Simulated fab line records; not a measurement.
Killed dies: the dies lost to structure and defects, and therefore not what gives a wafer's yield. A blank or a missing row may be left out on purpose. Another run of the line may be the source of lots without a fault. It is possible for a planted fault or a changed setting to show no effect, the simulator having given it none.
fab line records	flow sky130
record lots=11	wafers=33	last-day=50
route steps=708 shown METAL2@499 VIA2@507 PAD_OPEN@708
lots untouched by any fault: they come from a run of this same line in which no faults occurred
start-h: start of the lot's first displayed wafer, in hours after the record's first day	wait-h: hours since the lot's step before	" as in the row above	L1.1+2: a row that stands for several wafers	- value missing, or start not given	* or withheld: withheld	< > ~ a bound
route shown NAME@n: NAME is a module with steps in the file, n the number in the route of the first one	usual: average and standard deviation across the fault-free wafers	same: alike in all rows	chamber/n: place in a boat	sites: readings site by site	_std_site: standard deviation across them	_edge_site: mean of outer sites minus mean of inner sites	radius-mm: for every site, how far away it sits from the centre of the wafer	mask NAME#n: copy n	behind: the last tool/chamber to shape the wafer	hold: cause of the lot's hold/its duration in hours/its outcome	device: names the non-switching transistor (n, p or np)	end of line: the same wafers' tests at the end of the route	step lacking rows: just its recipe	killed: dies that structure and defects cost at the first sort, which is not the same as the wafer's yield	map: dies across one wafer; x = killed, . = not, _ = none there
set.NAME: the setting that was run; set.NAME@STEP: the one run at that earlier step	model.NAME: the simulator's own value behind a step, which no gauge read
route steps across a sampled set of lots; one table per step, one row per wafer
services: from which hour (start-h, from the record's first day; less than 0 if before it) a tool's chamber was out of use, for how many hours, and why
## steps
# step SKY_METAL2_OVL_MEAS_16
# usual METAL2_OVL=-3/6.1
lot.wafer	tool	chamber	start-h	wait-h	METAL2_OVL[nm]
L988.1	overlay-02	-	817.98	0.1	-6
L988.2	"	-	"	"	-6
L988.4	"	-	"	"	-12
L989.2	overlay-02	-	823.46	0.1	-2
L989.4	"	-	"	"	2
L989.5	"	-	"	"	5
L990.1	overlay-01	-	826.52	0.1	-4
L990.3	"	-	"	"	-1
L990.5	"	-	"	"	8
L992.2	overlay-01	-	843.53	0.1	5
L992.3	"	-	"	"	-3
L992.6	"	-	"	"	-2
L993.1	overlay-02	-	866.58	0.1	7
L993.5	"	-	"	"	1
L993.6	"	-	"	"	7
L994.2	overlay-01	-	868.21	0.1	-4
L994.4	"	-	"	"	-11
L994.6	"	-	"	"	-9
L995.2	overlay-01	-	875.31	0.1	-5
L995.4	"	-	"	"	-8
L995.5	"	-	"	"	-2
L997.1	overlay-01	-	908.07	0.1	-8
L997.5	"	-	"	"	0
L997.6	"	-	"	"	6
L100.2	overlay-02	-	911.48	0.1	-14
L100.3	"	-	"	"	-8
L100.4	"	-	"	"	-17
L110.1	overlay-02	-	978.82	0.1	-12
L110.2	"	-	"	"	-13
L110.6	"	-	"	"	-15
L111.3	overlay-01	-	986.08	0.1	-6
L111.5	"	-	"	"	0
L111.6	"	-	"	"	-4
# step SKY_METAL2_ETCH_18
# recipe chemistry=N2/H2	target=BARC	ion-energy-ev=200	bias-w=100	pressure-mtorr=30	n2-flow-sccm=100	h2-flow-sccm=200	icp-w=500	stop-on=SiO2	time-s=45.9	target-depth-a=600
# usual drypump-motor-current-A=5.9/0.39	oes-product-au=0.854/0.004	throttle-valve-pct=13.226/0.0086
lot.wafer	tool	chamber	start-h	wait-h	drypump-motor-current-A	oes-product-au	rf-hours-counter-h	throttle-valve-pct
L988.1	rie-metal-01	1	818.04	0.0	6.0	0.855	1	13.227
L988.2	"	0	"	"	5.6	0.851	8	13.225
L988.4	"	0	"	"	5.6	0.852	-	13.224
L989.2	rie-metal-04	1	823.53	0.0	6.1	0.856	9	13.215
L989.4	"	0	"	"	6.1	0.856	-	13.228
L989.5	"	0	"	"	6.1	0.860	-	13.216
L990.1	rie-metal-02	0	826.59	0.0	6.4	0.853	7	13.221
L990.3	"	1	"	"	5.2	0.857	-	13.226
L990.5	"	0	"	"	6.4	0.850	-	13.223
L992.2	rie-metal-01	0	843.64	0.1	5.6	0.853	-	13.212
L992.3	"	0	"	"	5.6	0.860	-	13.237
L992.6	"	0	"	"	5.6	0.852	-	13.228
L993.1	rie-metal-01	0	866.68	0.1	5.6	0.859	11	13.219
L993.5	"	0	"	"	5.6	0.853	-	13.226
L993.6	"	0	"	"	5.6	0.857	-	13.202
L994.2	rie-metal-04	0	868.27	0.0	6.1	0.853	15	13.236
L994.4	"	1	"	"	6.1	0.854	-	13.231
L994.6	"	0	"	"	6.0	0.861	-	13.226
L995.2	rie-metal-02	1	875.37	0.0	5.2	0.853	13	13.219
L995.4	"	1	"	"	5.3	0.859	-	13.234
L995.5	"	1	"	"	5.2	0.847	-	13.231
L997.1	rie-metal-04	1	908.17	0.1	6.1	0.853	12	13.237
L997.5	"	1	"	"	6.1	0.856	-	13.239
L997.6	"	1	"	"	6.1	0.852	-	13.232
L100.2	rie-metal-04	1	911.59	0.1	6.1	0.855	-	13.222
L100.3	"	1	"	"	6.1	0.862	-	13.224
L100.4	"	1	"	"	6.1	0.854	-	13.233
L110.1	rie-metal-04	1	978.89	0.0	6.1	0.852	17	13.231
L110.2	"	0	"	"	6.1	0.857	3	13.210
L110.6	"	0	"	"	6.1	0.851	-	13.228
L111.3	rie-metal-02	1	986.16	0.0	5.2	0.849	-	13.237
L111.5	"	0	"	"	6.4	0.852	-	13.236
L111.6	"	1	"	"	5.2	0.863	-	13.236
# step SKY_VIA2_HDPCVD_00
# recipe material=SiO2	target-thk-nm=1180	sigma-open-frac=0.3	time-s=196.7	temp-c=400	sih4-flow-sccm=60	pressure-mtorr=6
lot.wafer	tool	chamber	start-h	wait-h
L988.1+2+4	hdpcvd-02	2,0,2	818.79	0.0
L989.2+4+5	hdpcvd-02	2,2,0	824.33	0.0
L990.1+3+5	hdpcvd-02	0,2,1	827.33	0.0
L992.2+3+6	hdpcvd-02	2,0,0	844.52	0.0
L993.1+5+6	hdpcvd-02	0,1,2	867.57	0.0
L994.2+4+6	hdpcvd-01	1,0,2	869.03	0.0
L995.2+4+5	hdpcvd-01	1,2,1	876.16	0.0
L997.1+5+6	hdpcvd-01	2,2,1	909.11	0.0
L100.2+3+4	hdpcvd-01	1,2,0	912.51	0.0
L110.1+2+6	hdpcvd-01	2,1,2	979.64	0.0
L111.3+5+6	hdpcvd-01	1,0,1	986.89	0.0
# step SKY_VIA2_THK_MEAS_01
# recipe reads=SiO2_of_VIA2_HDPCVD_00
# usual VIA2_HDPCVD_THK=1178/14
lot.wafer	tool	chamber	start-h	wait-h	VIA2_HDPCVD_THK[nm]
L988.1	film-metro-03	-	818.91	0.1	1198
L988.2	"	-	"	"	1175
L988.4	"	-	"	"	1190
L989.2	film-metro-03	-	824.47	0.1	1191
L989.4	"	-	"	"	1190
L989.5	"	-	"	"	1181
L990.1	film-metro-02	-	827.46	0.1	1185
L990.3	"	-	"	"	1209
L990.5	"	-	"	"	1192
L992.2	film-metro-02	-	844.65	0.1	1199
L992.3	"	-	"	"	1175
L992.6	"	-	"	"	1183
L993.1	film-metro-04	-	867.70	0.1	1154
L993.5	"	-	"	"	1145
L993.6	"	-	"	"	1175
L994.2	film-metro-03	-	869.16	0.1	1166
L994.4	"	-	"	"	1190
L994.6	"	-	"	"	1168
L995.2	film-metro-02	-	876.29	0.1	1167
L995.4	"	-	"	"	1168
L995.5	"	-	"	"	1151
L997.1	film-metro-03	-	909.23	0.1	423
L997.5	"	-	"	"	417
L997.6	"	-	"	"	1169
L100.2	film-metro-04	-	912.65	0.1	1175
L100.3	"	-	"	"	416
L100.4	"	-	"	"	1184
L110.1	film-metro-04	-	979.76	0.1	1170
L110.2	"	-	"	"	1177
L110.6	"	-	"	"	1167
L111.3	film-metro-02	-	987.03	0.1	1175
L111.5	"	-	"	"	1193
L111.6	"	-	"	"	1177
# step SKY_VIA2_ETCH_14
# recipe chemistry=N2/H2	target=BARC	ion-energy-ev=200	source-w=500	bias-w=100	pressure-mtorr=30	n2-flow-sccm=100	h2-flow-sccm=200	stop-on=SiO2	time-s=45.9	target-depth-a=600
# usual drypump-motor-current-A=5.9/0.44	oes-product-au=0.853/0.0046	throttle-valve-pct=13.224/0.0088
lot.wafer	tool	chamber	start-h	wait-h	drypump-motor-current-A	oes-product-au	rf-hours-counter-h	throttle-valve-pct
L988.1	rie-diel-02	3	845.94	0.0	6.4	0.857	22	13.223
L988.2	"	2	"	"	6.3	0.857	2	13.226
L988.4	"	0	"	"	5.4	0.855	17	13.229
L989.2	rie-diel-04	3	850.61	0.0	4.9	0.851	16	13.230
L989.4	"	1	"	"	6.3	0.858	7	13.225
L989.5	"	3	"	"	4.9	0.849	-	13.207
L990.1	rie-diel-02	1	853.89	0.0	5.8	0.849	15	13.239
L990.3	"	3	"	"	6.4	0.856	22	13.222
L990.5	"	2	"	"	6.3	0.854	-	13.225
L992.2	rie-diel-02	3	870.79	0.0	6.4	0.857	22	13.225
L992.3	"	1	"	"	5.8	0.853	15	13.232
L992.6	"	3	"	"	6.4	0.855	-	13.209
L993.1	rie-diel-01	2	893.74	0.0	6.3	0.853	17	13.233
L993.5	"	1	"	"	5.7	0.855	-	13.212
L993.6	"	3	"	"	6.3	0.863	-	13.229
L994.2	rie-diel-02	2	894.69	0.0	6.3	0.854	4	13.231
L994.4	"	0	"	"	5.4	0.847	19	13.241
L994.6	"	0	"	"	5.5	0.854	-	13.230
L995.2	rie-diel-02	2	902.44	0.0	6.3	0.857	4	13.228
L995.4	"	2	"	"	6.3	0.856	-	13.227
L995.5	"	0	"	"	5.4	0.852	-	13.225
L997.1	rie-diel-04	3	935.01	0.0	4.9	0.859	17	13.231
L997.5	"	2	"	"	5.5	0.849	-	13.220
L997.6	"	1	"	"	6.3	0.852	-	13.224
L100.2	rie-diel-04	3	937.69	0.0	4.9	0.854	17	13.240
L100.3	"	2	"	"	5.5	0.858	17	13.224
L100.4	"	2	"	"	5.5	0.850	-	13.227
L110.1	rie-diel-02	1	1003.84	0.0	5.9	0.855	20	13.219
L110.2	"	0	"	"	5.4	0.849	22	13.226
L110.6	"	3	"	"	6.4	0.859	-	13.227
L111.3	rie-diel-02	0	1010.64	0.0	5.5	0.854	22	13.221
L111.5	"	0	"	"	5.5	0.853	-	13.209
L111.6	"	1	"	"	5.8	0.861	-	13.218
# step SKY_VIA2_ETCH_15
# recipe target=SiO2	chemistry=C4F8/O2/Ar	target-depth-nm=546	stop-on=TiN	mask-material=KrF-thick	source-w=1500	bias-w=1200	pressure-mtorr=40	c4f8-flow-sccm=withheld	O2_flow_sccm=6	Ar_flow_sccm=300	time-s=84
# usual oes-product-au=0.939/0.0042
lot.wafer	tool	chamber	start-h	wait-h	oes-product-au	rf-hours-counter-h
L988.1	rie-diel-02	3	845.98	0.0	0.949	22
L988.2	"	2	"	"	0.935	2
L988.4	"	0	"	"	0.932	17
L989.2	rie-diel-04	3	850.65	0.0	0.935	16
L989.4	"	1	"	"	0.942	7
L989.5	"	3	"	"	0.935	-
L990.1	rie-diel-02	1	853.93	0.0	0.942	15
L990.3	"	3	"	"	0.931	22
L990.5	"	2	"	"	0.944	-
L992.2	rie-diel-02	3	870.83	0.0	0.941	22
L992.3	"	1	"	"	0.948	15
L992.6	"	3	"	"	0.942	-
L993.1	rie-diel-01	2	893.78	0.0	0.935	17
L993.5	"	1	"	"	0.938	-
L993.6	"	3	"	"	0.938	-
L994.2	rie-diel-02	2	894.73	0.0	0.942	4
L994.4	"	0	"	"	0.929	19
L994.6	"	0	"	"	0.939	-
L995.2	rie-diel-02	2	902.48	0.0	0.936	4
L995.4	"	2	"	"	0.940	-
L995.5	"	0	"	"	0.936	-
L997.1	rie-diel-04	3	935.05	0.0	0.854	17
L997.5	"	2	"	"	0.852	-
L997.6	"	1	"	"	0.943	-
L100.2	rie-diel-04	3	937.73	0.0	0.946	17
L100.3	"	2	"	"	0.848	17
L100.4	"	2	"	"	0.945	-
L110.1	rie-diel-02	1	1003.88	0.0	0.934	20
L110.2	"	0	"	"	0.940	22
L110.6	"	3	"	"	0.939	-
L111.3	rie-diel-02	0	1010.68	0.0	0.937	22
L111.5	"	0	"	"	0.937	-
L111.6	"	1	"	"	0.941	-
# step SKY_PAD_OPEN_PROBE_99
# usual defect-limited-yield=82.5/1.8	killed_at_M0_to_M3=43/6.5	killed_at_M4_up=3.1/1.8	killed-at-contacts=24/4.8	killed-at-front-end=15/4.7	killed-at-other=0.3/0.58	killed-dies=86/8.6	killed-open=47/6.7	killed-short=39/6.1
# same gross-dies=492	killed-at-back-side=0
lot.wafer	tool	chamber	start-h	wait-h	defect-limited-yield[%]	killed_at_M0_to_M3	killed_at_M4_up	killed-at-contacts	killed-at-front-end	killed-at-other	killed-dies	killed-open	killed-short
L988.1	prober-01	-	1074.86	0.6	79.7	50	4	35	11	0	100	55	45
L988.2	prober-01	-	1074.91	0.6	82.5	46	2	23	15	0	86	50	36
L988.4	prober-01	-	1075.01	0.7	84.3	42	1	28	4	2	77	44	33
L990.1	prober-01	-	1078.40	0.1	83.3	40	3	24	15	0	82	56	26
L990.3	prober-01	-	1078.50	0.2	81.1	47	4	18	24	0	93	59	34
L990.5	prober-01	-	1078.60	0.2	85.8	38	2	20	9	1	70	36	34
L994.2	prober-01	-	1110.33	0.1	82.3	47	1	23	16	0	87	47	40
L994.4	prober-01	-	1110.43	0.2	85.0	40	2	15	17	0	74	44	30
L994.6	prober-01	-	1110.53	0.2	83.9	35	6	23	15	0	79	35	44
L995.2	prober-02	-	1117.09	0.1	83.1	41	3	23	16	0	83	48	35
L995.4	prober-02	-	1117.19	0.2	79.9	47	5	23	24	0	99	55	44
L995.5	prober-02	-	1117.24	0.2	85.2	42	4	15	12	0	73	37	36
L997.1	prober-01	-	1143.43	0.1	82.3	39	2	30	15	1	87	45	42
L997.5	prober-01	-	1143.63	0.2	83.7	44	8	16	11	1	80	50	30
L997.6	prober-01	-	1143.68	0.2	80.5	50	4	25	16	1	96	50	46
L100.2	prober-01	-	1145.46	0.1	80.9	56	2	17	19	0	94	50	44
L100.3	prober-01	-	1145.51	0.2	80.7	52	2	24	17	0	95	43	52
L100.4	prober-01	-	1145.56	0.2	79.3	53	1	23	24	1	102	55	47
# killed by level:class
L988.1 VIA1:geometric-particle:open=13 LI_CONTACT:geometric-particle:open=11 VIA2:geometric-particle:open=9 CONTACT:geometric-particle:open=9 CONTACT:geometric-particle:short=8 VIA1:geometric-particle:short=8 METAL1:geometric-particle:short=7 FIELD_ISO:geometric-particle:open=5
L988.2 VIA3:geometric-particle:open=12 CONTACT:geometric-particle:open=7 VIA1:geometric-particle:open=7 FIELD_ISO:geometric-particle:open=6 METAL1:geometric-particle:short=6 LI_CONTACT:geometric-particle:open=5 CONTACT:geometric-particle:short=5 VIA1:geometric-particle:short=4
L988.4 VIA1:geometric-particle:open=14 CONTACT:geometric-particle:open=9 CONTACT:geometric-particle:short=7 LI_CONTACT:geometric-particle:open=6 VIA2:geometric-particle:open=6 METAL1:geometric-particle:short=4 METAL2:geometric-particle:short=4 LI_CONTACT:geometric-particle:short=3
L990.1 VIA1:geometric-particle:open=10 LI_CONTACT:geometric-particle:open=9 VIA2:geometric-particle:open=9 CONTACT:geometric-particle:open=7 POLY_GATE:geometric-particle:open=6 VIA3:geometric-particle:open=6 FIELD_ISO:geometric-particle:open=3 METAL1:geometric-particle:short=3
L990.3 VIA1:geometric-particle:open=13 VIA3:geometric-particle:open=12 POLY_GATE:geometric-particle:open=8 FIELD_ISO:geometric-particle:open=7 LI_CONTACT:geometric-particle:open=7 METAL1:geometric-particle:short=6 POLY_GATE:geometric-particle:short=5 CONTACT:geometric-particle:open=5
L990.5 VIA1:geometric-particle:open=8 VIA1:geometric-particle:short=7 CONTACT:geometric-particle:open=6 METAL2:geometric-particle:short=5 VIA3:geometric-particle:open=5 POLY_GATE:geometric-particle:short=4 LI_CONTACT:geometric-particle:open=4 CONTACT:geometric-particle:short=4
L994.2 CONTACT:geometric-particle:open=11 VIA1:geometric-particle:open=10 VIA2:geometric-particle:open=10 METAL1:geometric-particle:short=5 VIA3:geometric-particle:open=5 POLY_GATE:geometric-particle:short=4 LI_CONTACT:geometric-particle:short=4 LOCAL_INTERCONNECT:geometric-particle:short=4
L994.4 VIA1:geometric-particle:open=8 VIA2:geometric-particle:open=7 FIELD_ISO:geometric-particle:short=5 FIELD_ISO:geometric-particle:open=4 POLY_GATE:geometric-particle:open=4 LI_CONTACT:geometric-particle:open=4 CONTACT:geometric-particle:open=4 METAL1:geometric-particle:short=4
L994.6 VIA3:geometric-particle:open=8 LOCAL_INTERCONNECT:geometric-particle:short=8 VIA1:geometric-particle:short=8 LI_CONTACT:geometric-particle:short=7 FIELD_ISO:geometric-particle:open=5 VIA2:geometric-particle:open=5 FIELD_ISO:geometric-particle:short=4 METAL4:geometric-particle:short=4
L995.2 LI_CONTACT:geometric-particle:open=11 VIA1:geometric-particle:open=8 VIA1:geometric-particle:short=6 VIA2:geometric-particle:short=5 CONTACT:geometric-particle:open=5 VIA2:geometric-particle:open=5 FIELD_ISO:geometric-particle:open=4 POLY_GATE:geometric-particle:open=3
L995.4 VIA1:geometric-particle:open=11 VIA3:geometric-particle:open=9 VIA2:geometric-particle:open=8 FIELD_ISO:geometric-particle:open=6 POLY_GATE:geometric-particle:short=6 LI_CONTACT:geometric-particle:open=6 LOCAL_INTERCONNECT:geometric-particle:short=6 FIELD_ISO:geometric-particle:short=5
L995.5 VIA1:geometric-particle:open=11 VIA2:geometric-particle:open=7 METAL1:geometric-particle:short=6 CONTACT:geometric-particle:open=6 POLY_GATE:geometric-particle:short=4 LI_CONTACT:geometric-particle:open=4 METAL2:geometric-particle:short=4 VIA3:geometric-particle:open=4
L997.1 CONTACT:geometric-particle:open=14 VIA1:geometric-particle:open=9 LOCAL_INTERCONNECT:geometric-particle:short=8 METAL2:geometric-particle:short=7 METAL1:geometric-particle:short=5 POLY_GATE:geometric-particle:open=5 VIA2:geometric-particle:open=5 POLY_GATE:geometric-particle:short=4
L997.5 VIA1:geometric-particle:open=13 VIA3:geometric-particle:open=10 LI_CONTACT:geometric-particle:open=5 CONTACT:geometric-particle:open=5 METAL1:geometric-particle:short=4 VIA1:geometric-particle:short=4 VIA2:geometric-particle:open=4 METAL4:geometric-particle:open=4
L997.6 VIA1:geometric-particle:open=12 METAL2:geometric-particle:short=11 CONTACT:geometric-particle:open=10 FIELD_ISO:geometric-particle:short=5 LI_CONTACT:geometric-particle:open=5 CONTACT:geometric-particle:short=5 METAL1:geometric-particle:short=5 METAL2:geometric-particle:open=5
L100.2 VIA1:geometric-particle:open=18 VIA3:geometric-particle:open=12 FIELD_ISO:geometric-particle:short=8 METAL2:geometric-particle:short=6 VIA3:geometric-particle:short=6 LOCAL_INTERCONNECT:geometric-particle:short=5 FIELD_ISO:geometric-particle:open=4 POLY_GATE:geometric-particle:short=4
L100.3 VIA1:geometric-particle:short=9 CONTACT:geometric-particle:open=9 VIA3:geometric-particle:open=9 VIA1:geometric-particle:open=9 FIELD_ISO:geometric-particle:short=8 VIA2:geometric-particle:open=6 LI_CONTACT:geometric-particle:short=5 METAL1:geometric-particle:short=5
L100.4 VIA1:geometric-particle:open=20 FIELD_ISO:geometric-particle:short=13 LI_CONTACT:geometric-particle:open=9 VIA2:geometric-particle:open=8 VIA3:geometric-particle:open=6 LOCAL_INTERCONNECT:geometric-particle:short=5 VIA1:geometric-particle:short=5 FIELD_ISO:geometric-particle:open=4
## services
tool	chamber	start-h	hours	kind
rie-metal-04	-	821.07	1.4	pm
hdpcvd-01	-	832.33	2.8	pm
hdpcvd-01	-	836.89	0.6	repair
hdpcvd-01	-	838.05	6.0	pm
rie-metal-01	1	839.44	32.8	repair
rie-diel-02	-	855.19	0.4	repair
rie-diel-04	3	866.94	5.2	repair
rie-metal-02	-	886.63	0.2	repair
rie-metal-01	-	895.79	14.6	pm
rie-diel-02	3	900.27	12.8	repair
hdpcvd-02	-	913.08	6.0	pm
rie-diel-04	-	919.36	14.6	pm
hdpcvd-02	-	934.20	0.4	repair
rie-diel-04	1	936.10	18.6	repair
rie-diel-04	3	940.46	3.5	repair
rie-diel-04	-	945.68	10.7	repair
rie-diel-02	3	950.20	2.3	repair
hdpcvd-02	-	950.25	15.0	pm
hdpcvd-01	-	953.66	1.1	repair
hdpcvd-02	1	957.44	5.3	repair
rie-diel-04	0	962.54	6.4	repair
rie-metal-04	-	988.89	2.8	pm
rie-diel-02	3	989.40	2.9	repair
rie-diel-02	2	1002.67	7.6	repair
## key
first-sign step=SKY_VIA2_THK_MEAS_01	reading=VIA2_HDPCVD_THK	direction=down	sigmas=56	usual=1178	struck=419
effect step=SKY_VIA2_ETCH_15	reading=oes-product-au	direction=down	sigmas=21	usual=0.939	struck=0.851
met-at SKY_VIA2_HDPCVD_00
struck-lots L997,L100
struck-wafers L997.1,L997.5,L100.3
not-acting-at SKY_METAL2_OVL_MEAS_16,SKY_METAL2_ETCH_18,SKY_VIA2_ETCH_14
onset-between 876.16 909.11
fault kind=process-parameter-drift	tool=hdpcvd-01	chamber=2	onset-h=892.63	steps=SKY_VIA2_HDPCVD_00	channel=target-thk-nm	offset=-754.6	shape=step	end-h=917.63	acts-in=these-recipes-only	stated=1180
